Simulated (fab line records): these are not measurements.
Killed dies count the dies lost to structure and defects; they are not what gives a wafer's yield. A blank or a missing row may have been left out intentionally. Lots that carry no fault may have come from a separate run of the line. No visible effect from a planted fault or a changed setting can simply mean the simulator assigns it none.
fab line records ; flow sfq_line
record: lots: 7; wafers: 21; last_day: 81
route steps=325 shown L0@14 L0V@16
lots untouched by any fault: they come from a run of this same line in which no faults occurred
start_h: hours from the record's first day to the start of the lot's first wafer shown ; wait_h: hours elapsed since this lot's preceding step ; " the same as in the row above ; L1.1+2: one row covering several wafers at once ; - either no value or no given start ; * or withheld: withheld ; < > ~ a bound
route shown NAME@n: a module of which the file shows steps, and the number in the route of the first ; usual: mean/standard deviation of fault-free wafers ; same: alike in all rows ; chamber/n: place in a boat ; sites: per-site readings ; _std_site: how widely they spread, as a standard deviation ; _edge_site: inner sites' mean taken away from outer sites' mean ; radius_mm: for every site, how far away it sits from the centre of the wafer ; mask NAME#n: copy n ; behind: tool/chamber where the wafer was last shaped ; hold: why the lot went on hold/how many hours it stayed there/how the hold came to an end ; device: names the non-switching transistor (n, p or np) ; end of line: the tests these same wafers got at the end of their route ; for a step that has no rows: nothing shown but its recipe ; killed: the dies lost at the first sort to structure and to defects; this is not the yield of the wafer ; map: shows each die of a wafer: x if killed, . if not, _ if none is there
set.NAME: the setting as run; set.NAME@STEP: as run at that earlier step ; model.NAME: the simulator's own value behind a step, which no gauge read
lots seen at some steps along the route; tables by step, rows by wafer
services: from which hour (start_h, from the record's first day; less than 0 if before it) a tool's chamber was out of use, for how many hours, and why
== steps ==
step: SFQ_TRILAYER_L0_STRIP_STRIP_009
recipe: gas: O2; power_w: 200; platen_temp_c: 40; overash_fraction: 0.65; chemistry: O2; pressure_mtorr: 50
usual: chamber_pressure_mTorr: 50.00/0.043; drypump_motor_current_A: 6.01/0.28; oes_product_au: 0.998/0.012; platen_temp_c: 39.99/0.11
lot.wafer;tool;chamber;start_h;wait_h;chamber_pressure_mTorr;drypump_motor_current_A;oes_product_au;platen_temp_c;rf_hours_counter_h
L420.1;rie_metal-02;0;111.80;0.0;49.93;6.38;0.998;39.91;45
L420.3;rie_metal-02;1;111.80;0.0;50.02;6.20;1.013;40.18;-
L420.4;rie_metal-02;0;111.80;0.0;50.01;6.37;1.001;39.84;-
L421.3;rie_metal-02;1;116.80;0.2;49.98;6.25;1.009;40.15;-
L421.4;rie_metal-02;0;116.80;0.2;50.04;6.40;1.001;39.96;-
L421.6;rie_metal-02;0;116.80;0.2;50.01;6.37;0.997;39.86;-
L423.1;rie_metal-01;0;128.60;0.0;49.98;5.68;0.995;40.06;5
L423.5;rie_metal-01;1;128.60;0.0;50.02;5.84;0.988;39.93;-
L423.6;rie_metal-01;0;128.60;0.0;49.97;5.68;0.996;39.89;-
L426.3;rie_metal-01;1;149.72;0.2;49.93;5.80;0.991;39.95;-
L426.5;rie_metal-01;1;149.72;0.2;49.94;5.77;1.010;40.06;-
L426.6;rie_metal-01;0;149.72;0.2;50.05;5.71;0.989;40.08;-
L433.3;rie_metal-02;0;198.92;0.2;50.05;6.33;0.984;40.07;-
L433.5;rie_metal-02;1;198.92;0.2;50.01;6.19;1.008;39.90;-
L433.6;rie_metal-02;0;198.92;0.2;49.98;6.36;0.989;40.21;-
L435.1;rie_metal-03;1;210.82;0.1;50.03;6.32;1.004;40.06;185
L435.4;rie_metal-03;1;210.82;0.1;49.94;6.30;1.000;40.04;-
L435.6;rie_metal-03;1;210.82;0.1;50.02;6.31;0.999;40.18;-
L436.1;rie_metal-03;0;217.10;0.0;50.02;5.76;1.004;40.10;0
L436.2;rie_metal-03;1;217.10;0.0;50.00;6.30;1.009;39.98;187
L436.6;rie_metal-03;1;217.10;0.0;49.94;6.31;1.014;39.87;-
step: SFQ_TRILAYER_L0_STRIP_SOLV_CLEAN_010
recipe: chemistry: NMP; temp_c: 70; time_s: 600
step: SFQ_TRILAYER_L0_CAP_PECVD_011
recipe: material: SiO2; temp_c: 150; time_s: 13.333; pressure_torr: 2.4; rf_w: 183.3; precursor: SiH4/N2O; target_thk_nm: 60
usual: heater_power_w: 81/15; rf_fwd_power_W: 180.0/1; throttle_valve_pct: 25.1/1.4
lot.wafer;tool;chamber;start_h;wait_h;heater_power_w;rf_fwd_power_W;throttle_valve_pct
L420.1;pecvd-01;0;112.58;0.0;87;181.6;27.4
L420.3;pecvd-01;1;112.58;0.0;82;180.0;26.1
L420.4;pecvd-01;0;112.58;0.0;84;181.8;27.4
L421.3;pecvd-02;1;117.38;0.0;97;179.3;24.8
L421.4;pecvd-02;1;117.38;0.0;95;178.3;24.8
L421.6;pecvd-02;2;117.38;0.0;41;180.5;25.7
L423.1;pecvd-02;2;129.38;0.0;52;180.6;25.9
L423.5;pecvd-02;1;129.38;0.0;108;178.8;25.0
L423.6;pecvd-02;2;129.38;0.0;51;181.1;25.7
L426.3;pecvd-02;0;150.29;0.0;60;180.9;24.2
L426.5;pecvd-02;1;150.29;0.0;102;179.2;25.0
L426.6;pecvd-02;2;150.29;0.0;46;180.2;25.6
L433.3;pecvd-04;0;199.49;0.0;94;180.5;23.6
L433.5;pecvd-04;2;199.49;0.0;75;179.4;23.9
L433.6;pecvd-04;1;199.49;0.0;94;178.4;23.8
L435.1;pecvd-04;1;212.20;0.0;97;178.4;23.6
L435.4;pecvd-04;2;212.20;0.0;72;179.7;23.9
L435.6;pecvd-04;2;212.20;0.0;70;179.8;24.0
L436.1;pecvd-04;2;217.88;0.0;71;179.5;23.9
L436.2;pecvd-04;1;217.88;0.0;91;178.9;23.5
L436.6;pecvd-04;1;217.88;0.0;90;178.3;23.6
step: SFQ_TRILAYER_L0_VIA_LITHO_COAT_018
recipe: resist: BARC; spin_rpm: 3000; resist_thk_nm: 62
step: SFQ_TRILAYER_L0_VIA_LITHO_COAT_013
recipe: resist: KrF; spin_rpm: 3000; resist_thk_nm: 650
step: SFQ_TRILAYER_L0_VIA_LITHO_SOFTBAKE_017
recipe: temp_c: withheld; time_s: withheld; resist: KrF
step: SFQ_TRILAYER_L0_VIA_LITHO_EXPOSE_014
recipe: mask_id: L0V; na: 0.6; source_shape: conventional; sigma_outer: 0.65; target_cd_nm: 700; dose_mj: 21.3
step: SFQ_TRILAYER_L0_VIA_LITHO_PEB_016
recipe: peb_temp_c: 115; peb_time_s: 60; resist: KrF
step: SFQ_TRILAYER_L0_VIA_LITHO_DEVELOP_015
recipe: time_s: 60; resist: KrF
step: SFQ_L0V_OVL_MEAS_903
usual: L0V_OVL: 2/5.2
lot.wafer;tool;chamber;start_h;wait_h;L0V_OVL[nm]
L420.1;overlay-01;-;209.41;0.1;7
L420.3;overlay-01;-;209.41;0.1;9
L420.4;overlay-01;-;209.41;0.1;5
L421.3;overlay-01;-;215.81;0.1;-5
L421.4;overlay-01;-;215.81;0.1;-2
L421.6;overlay-01;-;215.81;0.1;-4
L423.1;overlay-02;-;227.80;0.1;0
L423.5;overlay-02;-;227.80;0.1;-4
L423.6;overlay-02;-;227.80;0.1;-6
L426.3;overlay-02;-;251.94;0.1;-3
L426.5;overlay-02;-;251.94;0.1;0
L426.6;overlay-02;-;251.94;0.1;-2
L433.3;overlay-02;-;301.14;0.1;-3
L433.5;overlay-02;-;301.14;0.1;-1
L433.6;overlay-02;-;301.14;0.1;-3
L435.1;overlay-01;-;317.73;0.1;11
L435.4;overlay-01;-;317.73;0.1;7
L435.6;overlay-01;-;317.73;0.1;6
L436.1;overlay-01;-;324.93;0.1;6
L436.2;overlay-01;-;324.93;0.1;3
L436.6;overlay-01;-;324.93;0.1;2
step: SFQ_TRILAYER_L0_VIA_BARC_OPEN_VIA_ETCH_021
recipe: mask_material: PR; chemistry: O2; target_depth_nm: 125; target: BARC; source_w: 500; bias_w: 80; pressure_mtorr: 30; time_s: 41.7
usual: drypump_motor_current_A: 5.7/0.52; oes_product_au: 0.685/0.0045; rf_fwd_power_W: 494.4/2.3
lot.wafer;tool;chamber;start_h;wait_h;drypump_motor_current_A;oes_product_au;rf_fwd_power_W;rf_hours_counter_h
L420.1;rie_diel-01;0;209.45;0.0;4.8;0.686;496.2;94
L420.3;rie_diel-01;2;209.45;0.0;5.5;0.683;494.5;46
L420.4;rie_diel-01;3;209.45;0.0;4.8;0.685;496.0;9
L421.3;rie_diel-01;1;215.83;0.0;6.0;0.681;495.1;79
L421.4;rie_diel-01;0;215.83;0.0;4.8;0.683;493.9;94
L421.6;rie_diel-01;0;215.83;0.0;4.8;0.686;492.3;-
L423.1;rie_diel-03;1;227.83;0.0;6.4;0.680;493.5;1
L423.5;rie_diel-03;0;227.83;0.0;5.3;0.680;493.9;-
L423.6;rie_diel-03;1;227.83;0.0;6.4;0.683;491.0;-
L426.3;rie_diel-03;1;251.98;0.0;6.4;0.686;493.9;-
L426.5;rie_diel-03;2;251.98;0.0;5.7;0.695;495.5;-
L426.6;rie_diel-03;1;251.98;0.0;6.4;0.684;492.0;-
L433.3;rie_diel-03;3;301.16;0.0;6.2;0.678;498.5;1
L433.5;rie_diel-03;0;301.16;0.0;5.3;0.684;493.9;-
L433.6;rie_diel-03;3;301.16;0.0;6.2;0.687;497.6;-
L435.1;rie_diel-02;0;317.77;0.0;5.9;0.687;494.7;55
L435.4;rie_diel-02;2;317.77;0.0;5.5;0.677;494.3;98
L435.6;rie_diel-02;3;317.77;0.0;5.4;0.694;494.1;-
L436.1;rie_diel-01;2;324.97;0.0;5.6;0.688;494.0;48
L436.2;rie_diel-01;1;324.97;0.0;5.9;0.682;495.9;81
L436.6;rie_diel-01;2;324.97;0.0;5.6;0.688;492.5;-
step: SFQ_TRILAYER_L0_VIA_ETCH_VIA_ETCH_016
recipe: target: SiO2; stop_on: MoNx_KI; mask_material: PR; chemistry: CHF3; target_depth_nm: 80; source_w: 500; bias_w: 80; pressure_mtorr: 30; time_s: withheld
usual: drypump_motor_current_A: 5.7/0.52; oes_product_au: 0.843/0.0076; rf_fwd_power_W: 495.1/2.2
lot.wafer;tool;chamber;start_h;wait_h;drypump_motor_current_A;oes_product_au;rf_fwd_power_W
L420.1;rie_diel-01;0;209.49;0.0;4.8;0.837;495.9
L420.3;rie_diel-01;2;209.49;0.0;5.5;0.827;494.4
L420.4;rie_diel-01;3;209.49;0.0;4.8;0.844;497.3
L421.3;rie_diel-01;1;215.87;0.0;5.9;0.847;494.7
L421.4;rie_diel-01;0;215.87;0.0;4.8;0.850;497.3
L421.6;rie_diel-01;0;215.87;0.0;4.8;0.848;495.9
L423.1;rie_diel-03;1;227.87;0.0;6.4;0.848;492.3
L423.5;rie_diel-03;0;227.87;0.0;5.3;0.847;493.3
L423.6;rie_diel-03;1;227.87;0.0;6.4;0.853;494.0
L426.3;rie_diel-03;1;252.04;0.0;6.4;0.853;496.7
L426.5;rie_diel-03;2;252.04;0.0;5.7;0.848;498.0
L426.6;rie_diel-03;1;252.04;0.0;6.4;0.858;498.4
L433.3;rie_diel-03;3;301.20;0.0;6.2;0.837;496.4
L433.5;rie_diel-03;0;301.20;0.0;5.3;0.839;493.7
L433.6;rie_diel-03;3;301.20;0.0;6.2;0.839;495.6
L435.1;rie_diel-02;0;317.81;0.0;5.9;0.830;496.4
L435.4;rie_diel-02;2;317.81;0.0;5.5;0.841;494.7
L435.6;rie_diel-02;3;317.81;0.0;5.4;0.842;497.4
L436.1;rie_diel-01;2;325.01;0.0;5.5;0.846;498.3
L436.2;rie_diel-01;1;325.01;0.0;5.9;0.835;497.8
L436.6;rie_diel-01;2;325.01;0.0;5.5;0.838;496.4
step: SFQ_TRILAYER_L0_VIA_STRIP_STRIP_017
recipe: gas: O2; power_w: 200; platen_temp_c: 40; overash_fraction: 0.65; chemistry: O2; pressure_mtorr: 50
usual: chamber_pressure_mTorr: 49.99/0.044; drypump_motor_current_A: 6.0/0.38; oes_product_au: 1.002/0.0088; platen_temp_c: 40.02/0.12
lot.wafer;tool;chamber;start_h;wait_h;chamber_pressure_mTorr;drypump_motor_current_A;oes_product_au;platen_temp_c;rf_hours_counter_h
L420.1;rie_metal-02;0;209.53;-;59.96;6.4;0.998;40.14;60
L420.3;rie_metal-02;0;209.53;-;60.02;6.4;1.004;40.17;-
L420.4;rie_metal-02;1;209.53;-;50.05;6.2;1.010;40.13;-
L421.3;rie_metal-02;0;216.12;-;59.92;6.4;0.997;39.85;-
L421.4;rie_metal-02;1;216.12;-;50.00;6.2;1.008;40.18;-
L421.6;rie_metal-02;0;216.12;-;60.05;6.4;0.986;39.92;-
L423.1;rie_metal-02;1;227.92;-;50.01;6.2;0.997;39.92;179
L423.5;rie_metal-02;0;227.92;-;59.98;6.4;0.993;39.80;-
L423.6;rie_metal-02;1;227.92;-;50.02;6.2;0.997;40.06;-
L426.3;rie_metal-04;1;252.29;-;50.05;5.8;1.014;40.16;-
L426.5;rie_metal-04;0;252.29;-;49.93;5.3;1.004;40.25;-
L426.6;rie_metal-04;1;252.29;-;50.01;5.8;1.000;39.95;-
L433.3;rie_metal-04;1;301.45;-;50.01;5.8;1.013;40.01;-
L433.5;rie_metal-04;1;301.45;-;50.03;5.8;1.009;39.93;-
L433.6;rie_metal-04;0;301.45;-;50.05;5.3;0.995;40.21;-
L435.1;rie_metal-04;0;317.86;-;49.96;5.3;1.005;40.08;133
L435.4;rie_metal-04;0;317.86;-;50.06;5.3;1.011;39.87;-
L435.6;rie_metal-04;1;317.86;-;49.91;5.8;1.019;39.91;-
L436.1;rie_metal-02;0;325.06;-;50.03;6.4;0.995;39.90;86
L436.2;rie_metal-02;1;325.06;-;49.99;6.2;0.994;39.92;4
L436.6;rie_metal-02;0;325.06;-;50.03;6.4;1.001;39.91;-
step: SFQ_TRILAYER_L0_VIA_STRIP_SOLV_CLEAN_018
recipe: chemistry: NMP; temp_c: 70; time_s: 600
== services ==
tool;chamber;start_h;hours;kind
rie_diel-02;2;89.27;6.4;repair
rie_metal-02;-;91.96;2.8;pm
rie_diel-03;1;150.37;-;clean
rie_diel-03;1;150.37;17.3;scheduled_down
rie_diel-03;1;150.37;17.3;vent_cycle
rie_diel-02;3;166.51;82.8;repair
rie_diel-02;1;171.62;4.7;repair
pecvd-01;2;172.68;30.7;repair
rie_diel-01;2;178.10;8.7;repair
rie_diel-03;-;182.07;0.5;repair
pecvd-02;-;194.25;14.0;pm
pecvd-04;0;208.65;9.4;repair
rie_metal-03;0;218.62;7.1;repair
rie_metal-03;-;221.62;0.5;repair
rie_diel-01;3;222.57;7.1;repair
rie_diel-01;0;234.79;7.3;repair
rie_diel-03;0;247.52;5.5;repair
pecvd-04;1;249.98;2.2;repair
rie_metal-02;1;281.69;-;clean
rie_metal-02;1;281.69;20.9;scheduled_down
rie_metal-02;1;281.69;20.9;vent_cycle
rie_diel-03;-;288.19;0.4;repair
pecvd-01;1;291.54;7.1;repair
rie_diel-02;-;296.77;14.6;pm
== key ==
first_sign: step: SFQ_TRILAYER_L0_VIA_STRIP_STRIP_017; reading: chamber_pressure_mTorr; direction: up; sigmas: 99+; usual: 49.99; struck: 59.99
effect none on later readings
met_at SFQ_TRILAYER_L0_VIA_STRIP_STRIP_017
struck_wafers L420.1,L420.3,L421.3,L421.6,L423.5
fault: kind: process_parameter_drift; tool: rie_metal-02; chamber: 0; onset_h: 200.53; steps: SFQ_TRILAYER_L0_VIA_STRIP_STRIP_017; channel: pressure_mtorr; offset: 10; shape: step; end_h: 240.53; acts_in: these_recipes_only; stated: 50
